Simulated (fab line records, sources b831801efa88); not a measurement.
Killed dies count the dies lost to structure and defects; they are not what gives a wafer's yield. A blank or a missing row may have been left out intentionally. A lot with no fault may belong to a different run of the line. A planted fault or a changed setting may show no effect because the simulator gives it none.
A single fault, viewed from 2 desks    flow gf180mcu    each desk has only its own numbers; what lay behind them comes last

FROM THE METROLOGY DESK
What the gauges read, lot by lot, whatever tool the lot ran on: means of the sampled wafers that have a number. If a lot's mean is further than 4 standard deviations from the usual mean, the lot is out of limits and carries the mark OUT (the distance appears in the brackets).
Columns: A = V2_CVD_00_THK at GF_V2_THK_MEAS_01, usual 600 nm; B = V3_BOW at GF_V3_BOW_MEAS_05, usual 116 um
lot   first seen here  A    B
L271  day 19 02:16     603  105
L272  day 19 15:57     604  128
L274  day 20 10:31     599  118
L275  day 20 15:55     602  105
L278  day 22 02:55     600  109
L279  day 22 08:34     597  113
L281  day 23 01:26     594  122
L287  day 24 22:47     599  109
L288  day 25 09:05     595  117
L289  day 25 16:25     599  117
L291  day 26 08:06     603  116
L292  day 26 15:32     603  108
L293  day 26 22:26     597  113
L294  day 27 01:58     607  127
This desk's finding: nothing out of limits on any of the 14 lots.

TOOL OWNER'S DESK, rtp-anneal-01
The tool's own readings at GF_SALICIDE_RTA_06 (time 30 s): means of the sampled wafers that have a number, for each lot that ran on this tool. If a lot's mean is further than 4 standard deviations from the usual mean, the lot is out of limits and carries the mark OUT (the distance appears in the brackets).
Columns: A = lamp-power-pct at GF_SALICIDE_RTA_06, usual 5.29 %; B = wafer_temp_C_max at GF_SALICIDE_RTA_06, usual 532.0
lot   first seen here  A                B
L274  day 16 05:31     5.50             531.6
L278  day 17 20:50     3.68 (-8.0) OUT  439.6 (-99 or more) OUT
L279  day 18 02:11     3.70 (-8.0) OUT  439.9 (-99 or more) OUT
L287  day 20 20:46     5.49             531.5
L288  day 21 08:31     5.49             531.4
L289  day 21 16:25     5.49             531.1
L291  day 22 10:10     5.49             531.3
L293  day 23 00:09     5.50             531.2
This desk finds L278, L279 out of limits, L278 being first, at day 17 20:50 (lamp-power-pct at GF_SALICIDE_RTA_06). In limits: L274, L287, L288, L289, L291, L293.

ALL TOGETHER
The tool owner's desk could have raised an alarm at day 17 20:50, on L278, L279.
Nothing out of limits was seen by the metrology desk.
The metrology desk holds a record of L278, L279, inside its limits.
On rtp-anneal-01, each named lot ran GF_SALICIDE_RTA_06.

WHAT THE SIMULATOR HAD PUT IN
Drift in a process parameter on rtp-anneal-01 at GF_SALICIDE_RTA_06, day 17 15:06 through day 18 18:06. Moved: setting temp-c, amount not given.
Struck lots among those shown: L278, L279.
Each desk's first reading out of limits, in hours after the fault started: the tool owner's desk, 6.
